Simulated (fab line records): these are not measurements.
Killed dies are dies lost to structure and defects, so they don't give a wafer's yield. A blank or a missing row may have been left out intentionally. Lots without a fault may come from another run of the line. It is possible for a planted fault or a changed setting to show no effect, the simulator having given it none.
fab line records | flow sky130 | part 1 of 2: steps 1 to 33 of 42
record lots=5 | wafers=15 | last-day=49
route steps=708 shown METAL3@533 CAPM@537 VIA3@573
lots untouched by any fault: they come from a run of this same line in which no faults occurred
start-h: start of the lot's first displayed wafer, in hours after the record's first day | wait-h: how many hours have passed since the lot's step before this one | " as in the row above | L1.1+2: one row covering several wafers at once | - either no value or no given start | * or withheld: withheld | < > ~ a bound
route shown NAME@n: NAME is a module with steps in the file, n the number in the route of the first one | usual: mean/standard deviation taken from wafers without a fault | same: alike in all rows | chamber/n: place in a boat | sites: readings site by site | _std_site: the values' standard deviation | _edge_site: the outer-site mean with the inner-site mean subtracted | radius-mm: how far each site lies from the wafer's centre | mask NAME#n: copy n | behind: the last tool/chamber to shape the wafer | hold: why the lot was held/for how many hours/how that ended | device: which transistor (n, p or np) failed to switch | end of line: the same wafers' tests at the end of the route | a step given without rows: its recipe and nothing more | killed: at the first sort, the dies lost to defects and structure; wafer yield is something else | map: dies across one wafer; x = killed, . = not, _ = none there
set.NAME: setting as actually run; set.NAME@STEP: the setting as run at that earlier step | model.NAME: the simulator's own value behind a step, which no gauge read
a table for each step, a row for each wafer; lots at some steps of the route
services: the hour from which a tool's chamber was out of use, counted from the record's first day as start-h (under 0 if before that day), plus the number of hours and why
## steps
# step SKY_METAL3_SPUTTER_01
# recipe material=TiN | target-thk-nm=20 | power-w=6500 | time-s=16.7 | chamber-pressure-pa=0.4
# usual throttle-valve-pct=29.4/1
# same time-s=16.7
lot.wafer | tool           | chamber | start-h | wait-h | throttle-valve-pct
L077.1    | pvd-sputter-04 | -       | 869.35  | 0.0    | 29.2
L077.3    | "              | -       | "       | "      | 28.2
L077.4    | "              | -       | "       | "      | 29.6
L078.1    | pvd-sputter-01 | -       | 877.07  | 0.0    | 30.1
L078.5    | "              | -       | "       | "      | 29.7
L078.6    | "              | -       | "       | "      | 30.5
L082.1    | pvd-sputter-01 | -       | 913.85  | 0.0    | 30.5
L082.3    | "              | -       | "       | "      | 29.4
L082.4    | "              | -       | "       | "      | 27.6
L084.2    | pvd-sputter-01 | -       | 926.32  | 0.0    | 27.4
L084.4    | "              | -       | "       | "      | 29.8
L084.6    | "              | -       | "       | "      | 27.7
L091.1    | pvd-sputter-01 | -       | 982.51  | 0.0    | 29.8
L091.2    | "              | -       | "       | "      | 30.3
L091.6    | "              | -       | "       | "      | 29.8
# step SKY_METAL3_SPUTTER_02
# recipe material=AlCu | target-thk-nm=735 | power-w=10600 | time-s=39.1 | chamber-pressure-pa=0.4
# usual throttle-valve-pct=29.4/1.1
# same time-s=39.1
lot.wafer | tool           | chamber | start-h | wait-h | throttle-valve-pct
L077.1    | pvd-sputter-04 | -       | 869.38  | 0.0    | 29.5
L077.3    | "              | -       | "       | "      | 28.9
L077.4    | "              | -       | "       | "      | 29.3
L078.1    | pvd-sputter-01 | -       | 877.10  | 0.0    | 30.2
L078.5    | "              | -       | "       | "      | 29.6
L078.6    | "              | -       | "       | "      | 30.4
L082.1    | pvd-sputter-01 | -       | 913.88  | 0.0    | 30.0
L082.3    | "              | -       | "       | "      | 29.0
L082.4    | "              | -       | "       | "      | 27.5
L084.2    | pvd-sputter-01 | -       | 926.34  | 0.0    | 27.7
L084.4    | "              | -       | "       | "      | 29.4
L084.6    | "              | -       | "       | "      | 27.5
L091.1    | pvd-sputter-01 | -       | 982.54  | 0.0    | 29.7
L091.2    | "              | -       | "       | "      | 30.1
L091.6    | "              | -       | "       | "      | 29.3
# step SKY_METAL3_SPUTTER_03
# recipe material=Ti | target-thk-nm=5 | power-w=3000 | time-s=3.3 | chamber-pressure-pa=0.4
# usual throttle-valve-pct=29.4/1
# same time-s=3.3
lot.wafer | tool           | chamber | start-h | wait-h | throttle-valve-pct
L077.1    | pvd-sputter-04 | -       | 869.42  | 0.0    | 29.3
L077.3    | "              | -       | "       | "      | 28.8
L077.4    | "              | -       | "       | "      | 29.3
L078.1    | pvd-sputter-01 | -       | 877.14  | 0.0    | 30.0
L078.5    | "              | -       | "       | "      | 29.5
L078.6    | "              | -       | "       | "      | 30.0
L082.1    | pvd-sputter-01 | -       | 913.91  | 0.0    | 30.2
L082.3    | "              | -       | "       | "      | 29.4
L082.4    | "              | -       | "       | "      | 27.6
L084.2    | pvd-sputter-01 | -       | 926.38  | 0.0    | 27.6
L084.4    | "              | -       | "       | "      | 29.8
L084.6    | "              | -       | "       | "      | 27.6
L091.1    | pvd-sputter-01 | -       | 982.58  | 0.0    | 29.7
L091.2    | "              | -       | "       | "      | 30.4
L091.6    | "              | -       | "       | "      | 29.4
# step SKY_METAL3_SPUTTER_04
# recipe material=TiN | target-thk-nm=70 | power-w=6500 | time-s=58.3 | chamber-pressure-pa=0.4
# usual throttle-valve-pct=29.4/1
# same time-s=58.3
lot.wafer | tool           | chamber | start-h | wait-h | throttle-valve-pct
L077.1    | pvd-sputter-04 | -       | 869.44  | 0.0    | 29.2
L077.3    | "              | -       | "       | "      | 28.8
L077.4    | "              | -       | "       | "      | 29.6
L078.1    | pvd-sputter-01 | -       | 877.16  | 0.0    | 30.1
L078.5    | "              | -       | "       | "      | 29.8
L078.6    | "              | -       | "       | "      | 30.4
L082.1    | pvd-sputter-01 | -       | 913.93  | 0.0    | 30.2
L082.3    | "              | -       | "       | "      | 29.3
L082.4    | "              | -       | "       | "      | 27.7
L084.2    | pvd-sputter-01 | -       | 926.40  | 0.0    | 27.6
L084.4    | "              | -       | "       | "      | 29.8
L084.6    | "              | -       | "       | "      | 27.6
L091.1    | pvd-sputter-01 | -       | 982.59  | 0.0    | 29.8
L091.2    | "              | -       | "       | "      | 30.2
L091.6    | "              | -       | "       | "      | 29.5
# step SKY_CAPM_CVD_00
# recipe material=SiO2 | target-thk-nm=15.5 | temp-c=400 | time-s=withheld | rf-w=450
# usual heater-power-w=752/140
lot.wafer | tool     | chamber | start-h | wait-h | heater-power-w
L077.1    | pecvd-03 | 2       | 869.48  | 0.0    | 701
L077.3    | "        | 0       | "       | "      | 628
L077.4    | "        | 2       | "       | "      | 705
L078.1    | pecvd-02 | 2       | 877.21  | 0.0    | 839
L078.5    | "        | 2       | "       | "      | 855
L078.6    | "        | 0       | "       | "      | 857
L082.1    | pecvd-04 | 0       | 913.98  | 0.0    | 1113
L082.3    | "        | 2       | "       | "      | 578
L082.4    | "        | 0       | "       | "      | 1096
L084.2    | pecvd-04 | 0       | 926.45  | 0.0    | 996
L084.4    | "        | 2       | "       | "      | 543
L084.6    | "        | 0       | "       | "      | 985
L091.1    | pecvd-02 | 0       | 982.64  | 0.0    | 855
L091.2    | "        | 1       | "       | "      | 691
L091.6    | "        | 1       | "       | "      | 709
# step SKY_CAPM_THK_MEAS_01
# recipe reads=SiO2_of_CAPM_CVD_00
# usual CAPM_CVD_00_THK=15.56/0.28
lot.wafer | tool          | chamber | start-h | wait-h | CAPM_CVD_00_THK[nm]
L077.1    | film-metro-03 | -       | 869.51  | -      | 15.25
L077.3    | "             | -       | "       | "      | 15.20
L077.4    | "             | -       | "       | "      | 15.45
L078.1    | film-metro-04 | -       | 877.24  | -      | 15.18
L078.5    | "             | -       | "       | "      | 15.44
L078.6    | "             | -       | "       | "      | 15.55
L082.1    | film-metro-03 | -       | 914.00  | -      | 15.68
L082.3    | "             | -       | "       | "      | 15.68
L082.4    | "             | -       | "       | "      | 16.08
L084.2    | film-metro-03 | -       | 926.48  | -      | 15.66
L084.4    | "             | -       | "       | "      | 16.07
L084.6    | "             | -       | "       | "      | 15.90
L091.1    | film-metro-03 | -       | 982.67  | -      | 15.53
L091.2    | "             | -       | "       | "      | 15.09
L091.6    | "             | -       | "       | "      | 15.35
# step SKY_CAPM_SPUTTER_02
# recipe material=TiN | target-thk-nm=200 | temp-c=300 | power-w=6500 | time-s=166.7 | chamber-pressure-pa=0.4
# usual throttle-valve-pct=29.6/0.81
# same time-s=166.7
lot.wafer | tool           | chamber | start-h | wait-h | throttle-valve-pct
L077.1    | pvd-sputter-03 | -       | 869.57  | 0.1    | 28.8
L077.3    | "              | -       | "       | "      | 29.2
L077.4    | "              | -       | "       | "      | 31.0
L078.1    | pvd-sputter-02 | -       | 877.30  | 0.1    | 30.3
L078.5    | "              | -       | "       | "      | 29.3
L078.6    | "              | -       | "       | "      | 30.3
L082.1    | pvd-sputter-02 | -       | 914.06  | 0.1    | 30.4
L082.3    | "              | -       | "       | "      | 30.5
L082.4    | "              | -       | "       | "      | 29.1
L084.2    | pvd-sputter-02 | -       | 926.53  | 0.0    | 29.3
L084.4    | "              | -       | "       | "      | 29.2
L084.6    | "              | -       | "       | "      | 29.4
L091.1    | pvd-sputter-03 | -       | 982.73  | 0.1    | 30.9
L091.2    | "              | -       | "       | "      | 29.0
L091.6    | "              | -       | "       | "      | 29.2
# step SKY_CAPM_RS_MEAS_03
# recipe thk-meas-gauge=four-point-probe | reads=TiN_of_CAPM_SPUTTER_02
# usual CAPM_TIN_RS=6.85/0.082
lot.wafer | tool          | chamber | start-h | wait-h | CAPM_TIN_RS[ohm/sq]
L077.1    | film-metro-01 | -       | 869.68  | 0.1    | 6.84
L077.3    | "             | -       | "       | "      | 6.94
L077.4    | "             | -       | "       | "      | 6.85
L078.1    | film-metro-03 | -       | 877.41  | 0.1    | 6.86
L078.5    | "             | -       | "       | "      | 6.79
L078.6    | "             | -       | "       | "      | 6.85
L082.1    | film-metro-01 | -       | 914.17  | 0.1    | 6.92
L082.3    | "             | -       | "       | "      | 6.71
L082.4    | "             | -       | "       | "      | 6.84
L084.2    | film-metro-04 | -       | 926.66  | 0.1    | 6.75
L084.4    | "             | -       | "       | "      | 6.78
L084.6    | "             | -       | "       | "      | 6.80
L091.1    | film-metro-01 | -       | 982.83  | 0.1    | 6.84
L091.2    | "             | -       | "       | "      | 6.91
L091.6    | "             | -       | "       | "      | 6.89
# step SKY_CAPM_THK_MEAS_04
# recipe thk-meas-gauge=xrf | reads=TiN_of_CAPM_SPUTTER_02
# usual CAPM_TIN_THK=204.2/2.6
lot.wafer | tool          | chamber | start-h | wait-h | CAPM_TIN_THK[nm]
L077.1    | film-metro-01 | -       | 869.80  | 0.1    | 204.5
L077.3    | "             | -       | "       | "      | 201.9
L077.4    | "             | -       | "       | "      | 203.9
L078.1    | film-metro-03 | -       | 877.53  | 0.1    | 202.9
L078.5    | "             | -       | "       | "      | 204.2
L078.6    | "             | -       | "       | "      | 202.3
L082.1    | film-metro-01 | -       | 914.29  | 0.1    | 201.5
L082.3    | "             | -       | "       | "      | 209.1
L082.4    | "             | -       | "       | "      | 204.6
L084.2    | film-metro-04 | -       | 926.77  | 0.1    | 207.8
L084.4    | "             | -       | "       | "      | 208.3
L084.6    | "             | -       | "       | "      | 208.0
L091.1    | film-metro-01 | -       | 982.95  | 0.1    | 204.2
L091.2    | "             | -       | "       | "      | 202.9
L091.6    | "             | -       | "       | "      | 202.2
# step SKY_CAPM_DEHYDRATE_05
# recipe temp-c=200 | time-s=60
# same time-s=60
lot.wafer  | tool           | chamber | start-h | wait-h
L077.1+3+4 | litho-track-02 | 0       | 881.60  | 11.8
L078.1+5+6 | litho-track-02 | 0       | 889.25  | 11.7
L082.1+3+4 | litho-track-01 | 0       | 926.21  | 11.9
L084.2+4+6 | litho-track-02 | 0       | 938.73  | 11.9
L091.1+2+6 | litho-track-03 | 0       | 994.33  | 11.4
# step SKY_CAPM_HMDS_06
# recipe prime-time-s=60 | prime-temp-c=120
lot.wafer  | tool           | chamber | start-h | wait-h
L077.1+3+4 | litho-track-02 | 0       | 881.75  | 0.1
L078.1+5+6 | litho-track-02 | 0       | 889.40  | 0.1
L082.1+3+4 | litho-track-01 | 0       | 926.36  | 0.1
L084.2+4+6 | litho-track-02 | 0       | 938.88  | 0.1
L091.1+2+6 | litho-track-03 | 0       | 994.48  | 0.1
# step SKY_CAPM_COAT_07
# recipe resist=NOVOLAK | spin-rpm=3000 | resist-thk-nm=1140
lot.wafer  | tool           | chamber | start-h | wait-h
L077.1+3+4 | litho-track-02 | 0       | 881.90  | 0.1
L078.1+5+6 | litho-track-02 | 0       | 889.55  | 0.1
L082.1+3+4 | litho-track-01 | 0       | 926.51  | 0.1
L084.2+4+6 | litho-track-02 | 0       | 939.03  | 0.1
L091.1+2+6 | litho-track-03 | 0       | 994.63  | 0.1
# step SKY_CAPM_SOFTBAKE_08
# recipe temp-c=90 | time-s=60 | resist=NOVOLAK
# same time-s=60
lot.wafer  | tool           | chamber | start-h | wait-h
L077.1+3+4 | litho-track-02 | 0       | 882.05  | 0.1
L078.1+5+6 | litho-track-02 | 0       | 889.70  | 0.1
L082.1+3+4 | litho-track-01 | 0       | 926.66  | 0.1
L084.2+4+6 | litho-track-02 | 0       | 939.18  | 0.1
L091.1+2+6 | litho-track-03 | 0       | 994.78  | 0.1
# step SKY_CAPM_EXPOSE_09
# recipe mask-id=CAPM | na=0.6 | source-shape=conventional | sigma-outer=0.6 | polarization=unpolarized | target-cd-nm=1000 | dose-mj=159
lot.wafer  | tool             | chamber | start-h | wait-h | mask
L077.1+3+4 | iline-stepper-02 | 0       | -       | -      | CAPM#0
L078.1+5+6 | iline-stepper-01 | 0       | -       | -      | CAPM#0
L082.1+3+4 | iline-stepper-02 | 0       | -       | -      | CAPM#0
L084.2+4+6 | iline-stepper-02 | 0       | -       | -      | CAPM#0
L091.1+2+6 | iline-stepper-02 | 0       | -       | -      | CAPM#0
# step SKY_CAPM_PEB_10
# recipe temp-c=withheld | time-s=* | resist=NOVOLAK
# same time-s=*
lot.wafer  | tool           | chamber | start-h | wait-h
L077.1+3+4 | litho-track-02 | 0       | -       | -
L078.1+5+6 | litho-track-01 | 0       | -       | -
L082.1+3+4 | litho-track-03 | 0       | -       | -
L084.2+4+6 | litho-track-01 | 0       | -       | -
L091.1+2+6 | litho-track-01 | 0       | -       | -
# step SKY_CAPM_DEVELOP_11
# recipe resist=NOVOLAK | developer=TMAH | develop-time-s=60 | dev-temp-c=23
lot.wafer  | tool           | chamber | start-h | wait-h
L077.1+3+4 | litho-track-02 | 0       | 894.90  | 0.1
L078.1+5+6 | litho-track-01 | 0       | 901.86  | 0.1
L082.1+3+4 | litho-track-03 | 0       | 938.98  | 0.1
L084.2+4+6 | litho-track-01 | 0       | 951.28  | 0.1
L091.1+2+6 | litho-track-01 | 0       | 1006.31 | 0.1
# step SKY_CAPM_OVL_MEAS_12
# usual CAPM_OVL=-0.3/0.96
lot.wafer | tool       | chamber | start-h | wait-h | CAPM_OVL[nm]
L077.1    | overlay-01 | -       | 895.05  | 0.1    | -1.6
L077.3    | "          | -       | "       | "      | -1.1
L077.4    | "          | -       | "       | "      | -1.5
L078.1    | overlay-01 | -       | 902.01  | 0.1    | -1.9
L078.5    | "          | -       | "       | "      | -2.1
L078.6    | "          | -       | "       | "      | -0.6
L082.1    | overlay-01 | -       | 939.13  | 0.1    | -0.1
L082.3    | "          | -       | "       | "      | 1.2
L082.4    | "          | -       | "       | "      | -0.6
L084.2    | overlay-02 | -       | 951.41  | 0.1    | -0.6
L084.4    | "          | -       | "       | "      | -1.3
L084.6    | "          | -       | "       | "      | -1.9
L091.1    | overlay-02 | -       | 1006.46 | 0.1    | 0.0
L091.2    | "          | -       | "       | "      | 0.4
L091.6    | "          | -       | "       | "      | 0.0
# step SKY_CAPM_METAL_ETCH_13
# recipe target-depth-nm=220 | stop-on=SiO2 | chemistry=Cl2/BCl3 | target=TiN | pressure-mtorr=10 | icp-w=900 | bias-w=48.5 | Cl2_flow_sccm=60 | bcl3-flow-sccm=30 | time-s=62.9
# usual drypump-motor-current-A=5.9/0.32 | oes-product-au=0.946/0.0077 | throttle-valve-pct=21.899/0.0099
# same time-s=62.9
lot.wafer | tool         | chamber | start-h | wait-h | drypump-motor-current-A | oes-product-au | rf-hours-counter-h | throttle-valve-pct
L077.1    | rie-metal-04 | 0       | 895.09  | 0.0    | 6.1                     | 0.950          | 9                  | 21.909
L077.3    | "            | 0       | "       | "      | 6.1                     | 0.936          | -                  | 21.904
L077.4    | "            | 1       | "       | "      | 5.5                     | 0.943          | -                  | 21.888
L078.1    | rie-metal-03 | 1       | 902.04  | 0.0    | 6.0                     | 0.942          | 7                  | 21.905
L078.5    | "            | 0       | "       | "      | 5.8                     | 0.947          | -                  | 21.904
L078.6    | "            | 1       | "       | "      | 6.0                     | 0.957          | -                  | 21.917
L082.1    | rie-metal-04 | 0       | 939.17  | 0.0    | 6.1                     | 0.941          | 11                 | 21.916
L082.3    | "            | 0       | "       | "      | 6.1                     | 0.956          | -                  | 21.875
L082.4    | "            | 0       | "       | "      | 6.1                     | 0.954          | -                  | 21.908
L084.2    | rie-metal-04 | 0       | 951.48  | 0.1    | 6.1                     | 0.948          | -                  | 21.902
L084.4    | "            | 0       | "       | "      | 6.1                     | 0.958          | -                  | 21.902
L084.6    | "            | 0       | "       | "      | 6.1                     | 0.945          | -                  | 21.895
L091.1    | rie-metal-04 | 0       | 1006.49 | 0.0    | 6.1                     | 0.941          | 15                 | 21.904
L091.2    | "            | 1       | "       | "      | 5.5                     | 0.942          | 2                  | 21.903
L091.6    | "            | 0       | "       | "      | 6.1                     | 0.947          | -                  | 21.889
# step SKY_CAPM_STRIP_14
# recipe chemistry=O2/N2 | power-w=1400 | pressure-mtorr=1500 | platen-temp-c=withheld | o2-flow-sccm=3000 | n2-flow-sccm=300 | overash-fraction=0.5
# usual drypump-motor-current-A=5.72/0.26 | oes-product-au=0.710/0.0044 | strip-time-to-endpoint-s=12.63/0.048
lot.wafer | tool            | chamber | start-h | wait-h | drypump-motor-current-A | oes-product-au | rf-hours-counter-h | strip-time-to-endpoint-s
L077.1    | plasma-asher-01 | 1       | 895.19  | 0.1    | 5.29                    | 0.714          | 79                 | 12.69
L077.3    | "               | 0       | "       | "      | 5.78                    | 0.710          | -                  | 12.65
L077.4    | "               | 1       | "       | "      | 5.32                    | 0.714          | -                  | 12.63
L078.1    | plasma-asher-03 | 1       | 902.12  | 0.1    | 5.70                    | 0.704          | 47                 | 12.65
L078.5    | "               | 0       | "       | "      | 6.08                    | 0.719          | -                  | 12.56
L078.6    | "               | 1       | "       | "      | 5.70                    | 0.717          | -                  | 12.62
L082.1    | plasma-asher-03 | 0       | 939.37  | 0.2    | 6.07                    | 0.707          | 51                 | 12.60
L082.3    | "               | 0       | "       | "      | 6.09                    | 0.711          | -                  | 12.56
L082.4    | "               | 1       | "       | "      | 5.68                    | 0.705          | -                  | 12.64
L084.2    | plasma-asher-01 | 1       | 951.65  | 0.1    | 5.25                    | 0.713          | 85                 | 12.66
L084.4    | "               | 0       | "       | "      | 5.75                    | 0.710          | -                  | 12.70
L084.6    | "               | 1       | "       | "      | 5.28                    | 0.703          | -                  | 12.68
L091.1    | plasma-asher-03 | 0       | 1006.57 | 0.1    | 6.07                    | 0.710          | 57                 | 12.70
L091.2    | "               | 1       | "       | "      | 5.73                    | 0.715          | 57                 | 12.68
L091.6    | "               | 0       | "       | "      | 6.06                    | 0.713          | -                  | 12.67
# step SKY_CAPM_STRIP_15
# recipe chemistry=post-etch-residue-remover | time-s=1200 | temp-c=72.5
# same time-s=1200
lot.wafer  | tool         | chamber | start-h | wait-h
L077.1+3+4 | wet-bench-04 | 0       | 895.29  | 0.1
L078.1+5+6 | wet-bench-04 | 1       | 902.22  | 0.1
L082.1+3+4 | wet-bench-03 | 1       | 939.47  | 0.1
L084.2+4+6 | wet-bench-03 | 3       | 951.75  | 0.1
L091.1+2+6 | wet-bench-02 | 0       | 1006.67 | 0.1
# step SKY_CAPM_CLEAN_16
# recipe chemistry=IPA | time-s=180 | temp-c=25
# same time-s=180
lot.wafer  | tool         | chamber | start-h | wait-h
L077.1+3+4 | wet-bench-02 | 0       | 895.63  | 0.0
L078.1+5+6 | wet-bench-03 | 0       | 902.56  | 0.0
L082.1+3+4 | wet-bench-04 | 1       | 939.81  | 0.0
L084.2+4+6 | wet-bench-02 | 1       | 952.09  | 0.0
L091.1+2+6 | wet-bench-03 | 3       | 1007.04 | 0.0
# step SKY_CAPM_CLEAN_17
# recipe chemistry=O3/DIW | dry=n2-spin
lot.wafer  | tool         | chamber | start-h | wait-h
L077.1+3+4 | wet-bench-03 | 1       | 895.69  | 0.0
L078.1+5+6 | wet-bench-02 | 2       | 902.62  | 0.0
L082.1+3+4 | wet-bench-03 | 3       | 939.87  | 0.0
L084.2+4+6 | wet-bench-04 | 3       | 952.16  | 0.0
L091.1+2+6 | wet-bench-04 | 0       | 1007.11 | 0.0
# step SKY_METAL3_DEHYDRATE_05
# recipe temp-c=200 | time-s=60
# same time-s=60
lot.wafer  | tool           | chamber | start-h | wait-h
L077.1+3+4 | litho-track-01 | 0       | 907.71  | 11.8
L078.1+5+6 | litho-track-03 | 0       | 914.83  | 12.1
L082.1+3+4 | litho-track-04 | 0       | 951.11  | 11.2
L084.2+4+6 | litho-track-04 | 0       | 963.79  | 11.5
L091.1+2+6 | litho-track-03 | 0       | 1018.48 | 11.3
# step SKY_METAL3_HMDS_06
# recipe prime-time-s=60 | prime-temp-c=120
lot.wafer  | tool           | chamber | start-h | wait-h
L077.1+3+4 | litho-track-01 | 0       | 907.86  | 0.1
L078.1+5+6 | litho-track-03 | 0       | 914.98  | 0.1
L082.1+3+4 | litho-track-04 | 0       | 951.26  | 0.1
L084.2+4+6 | litho-track-04 | 0       | 963.94  | 0.1
L091.1+2+6 | litho-track-03 | 0       | 1018.63 | 0.1
# step SKY_METAL3_COAT_07
# recipe resist=BARC | temp-c=withheld | time-s=withheld | spin-rpm=3000 | resist-thk-nm=60
lot.wafer  | tool           | chamber | start-h | wait-h
L077.1+3+4 | litho-track-01 | 0       | 908.01  | 0.1
L078.1+5+6 | litho-track-03 | 0       | 915.13  | 0.1
L082.1+3+4 | litho-track-04 | 0       | 951.41  | 0.1
L084.2+4+6 | litho-track-04 | 0       | 964.09  | 0.1
L091.1+2+6 | litho-track-03 | 0       | 1018.78 | 0.1
# step SKY_METAL3_COAT_08
# recipe resist=KrF-thick | spin-rpm=3000 | resist-thk-nm=1140
lot.wafer  | tool           | chamber | start-h | wait-h
L077.1+3+4 | litho-track-01 | 0       | -       | -
L078.1+5+6 | litho-track-03 | 0       | -       | -
L082.1+3+4 | litho-track-04 | 0       | -       | -
L084.2+4+6 | litho-track-04 | 0       | -       | -
L091.1+2+6 | litho-track-03 | 0       | -       | -
# step SKY_METAL3_SOFTBAKE_09
# recipe temp-c=100 | time-s=90 | resist=KrF-thick
# same time-s=90
lot.wafer  | tool           | chamber | start-h | wait-h
L077.1+3+4 | litho-track-01 | 0       | -       | -
L078.1+5+6 | litho-track-03 | 0       | -       | -
L082.1+3+4 | litho-track-04 | 0       | -       | -
L084.2+4+6 | litho-track-04 | 0       | -       | -
L091.1+2+6 | litho-track-03 | 0       | -       | -
# step SKY_METAL3_EXPOSE_10
# recipe mask-id=MM3 | na=0.68 | source-shape=annular | sigma-inner=0.4 | sigma-outer=0.8 | target-cd-nm=300 | dose-mj=28
lot.wafer  | tool           | chamber | start-h | wait-h | mask
L077.1+3+4 | krf-scanner-02 | 0       | -       | -      | MM3#0
L078.1+5+6 | krf-scanner-01 | 0       | -       | -      | MM3#0
L082.1+3+4 | krf-scanner-02 | 0       | -       | -      | MM3#0
L084.2+4+6 | krf-scanner-01 | 0       | -       | -      | MM3#0
L091.1+2+6 | krf-scanner-01 | 0       | -       | -      | MM3#0
# step SKY_METAL3_PEB_11
# recipe peb-temp-c=withheld | peb-time-s=withheld | resist=KrF-thick
lot.wafer  | tool           | chamber | start-h | wait-h
L077.1+3+4 | litho-track-03 | 0       | -       | -
L078.1+5+6 | litho-track-01 | 0       | -       | -
L082.1+3+4 | litho-track-04 | 0       | -       | -
L084.2+4+6 | litho-track-03 | 0       | -       | -
L091.1+2+6 | litho-track-03 | 0       | -       | -
# step SKY_METAL3_DEVELOP_12
# recipe develop-time-s=60 | resist=KrF-thick | dev-temp-c=21
lot.wafer  | tool           | chamber | start-h | wait-h
L077.1+3+4 | litho-track-03 | 0       | -       | -
L078.1+5+6 | litho-track-01 | 0       | -       | -
L082.1+3+4 | litho-track-04 | 0       | -       | -
L084.2+4+6 | litho-track-03 | 0       | -       | -
L091.1+2+6 | litho-track-03 | 0       | -       | -
# step SKY_METAL3_CD_MEAS_13
# recipe target-cd-nm=300
# usual cd-nm=300.1/1.2
lot.wafer | tool      | chamber | start-h | wait-h | cd-nm
L077.1    | cd-sem-02 | -       | 920.28  | -      | 300.0
L077.3    | "         | -       | "       | "      | 300.7
L077.4    | "         | -       | "       | "      | 299.7
L078.1    | cd-sem-02 | -       | 928.11  | -      | 300.0
L078.5    | "         | -       | "       | "      | 301.6
L078.6    | "         | -       | "       | "      | 300.3
L082.1    | cd-sem-01 | -       | 963.76  | -      | 301.6
L082.3    | "         | -       | "       | "      | 299.5
L082.4    | "         | -       | "       | "      | 299.9
L084.2    | cd-sem-02 | -       | 976.15  | -      | 301.1
L084.4    | "         | -       | "       | "      | 302.2
L084.6    | "         | -       | "       | "      | 302.6
L091.1    | cd-sem-02 | -       | 1029.93 | -      | 302.4
L091.2    | "         | -       | "       | "      | 301.4
L091.6    | "         | -       | "       | "      | 301.5
# step SKY_METAL3_OVL_MEAS_14
# usual METAL3_OVL=-2/6
lot.wafer | tool       | chamber | start-h | wait-h | METAL3_OVL[nm]
L077.1    | overlay-01 | -       | 920.40  | 0.1    | 6
L077.3    | "          | -       | "       | "      | 10
L077.4    | "          | -       | "       | "      | 9
L078.1    | overlay-02 | -       | 928.23  | 0.1    | -6
L078.5    | "          | -       | "       | "      | -11
L078.6    | "          | -       | "       | "      | -7
L082.1    | overlay-02 | -       | 963.88  | 0.1    | 2
L082.3    | "          | -       | "       | "      | -3
L082.4    | "          | -       | "       | "      | 0
L084.2    | overlay-01 | -       | 976.26  | 0.1    | -4
L084.4    | "          | -       | "       | "      | -3
L084.6    | "          | -       | "       | "      | -5
L091.1    | overlay-01 | -       | 1030.05 | 0.1    | 1
L091.2    | "          | -       | "       | "      | -10
L091.6    | "          | -       | "       | "      | -7
# step SKY_METAL3_DESCUM_15
# recipe chemistry=O2 | source-power-w=150 | bias-power-w=0 | pressure-mtorr=10 | temp-c=40 | time-s=8
# usual drypump-motor-current-A=5.90/0.29 | oes-product-au=1.007/0.019
# same time-s=8
lot.wafer | tool         | chamber | start-h | wait-h | drypump-motor-current-A | oes-product-au | rf-hours-counter-h
L077.1    | rie-metal-02 | 0       | 920.43  | 0.0    | 5.89                    | 1.003          | 11
L077.3    | "            | 0       | "       | "      | 5.86                    | 1.007          | -
L077.4    | "            | 1       | "       | "      | 6.12                    | 0.980          | -
L078.1    | rie-metal-02 | 1       | 928.26  | 0.0    | 6.13                    | 0.984          | 9
L078.5    | "            | 0       | "       | "      | 5.89                    | 1.001          | -
L078.6    | "            | 1       | "       | "      | 6.09                    | 0.988          | -
L082.1    | rie-metal-01 | 0       | 963.92  | 0.0    | 5.19                    | 0.992          | 6
L082.3    | "            | 0       | "       | "      | 5.17                    | 0.997          | -
L082.4    | "            | 1       | "       | "      | 6.50                    | 1.004          | -
L084.2    | rie-metal-02 | 0       | 976.29  | 0.0    | 5.83                    | 1.009          | 13
L084.4    | "            | 1       | "       | "      | 6.12                    | 0.993          | -
L084.6    | "            | 1       | "       | "      | 6.09                    | 0.988          | -
L091.1    | rie-metal-03 | 1       | 1030.09 | 0.0    | 5.97                    | 1.031          | 13
L091.2    | "            | 0       | "       | "      | 5.82                    | 1.024          | 16
L091.6    | "            | 0       | "       | "      | 5.83                    | 1.024          | -
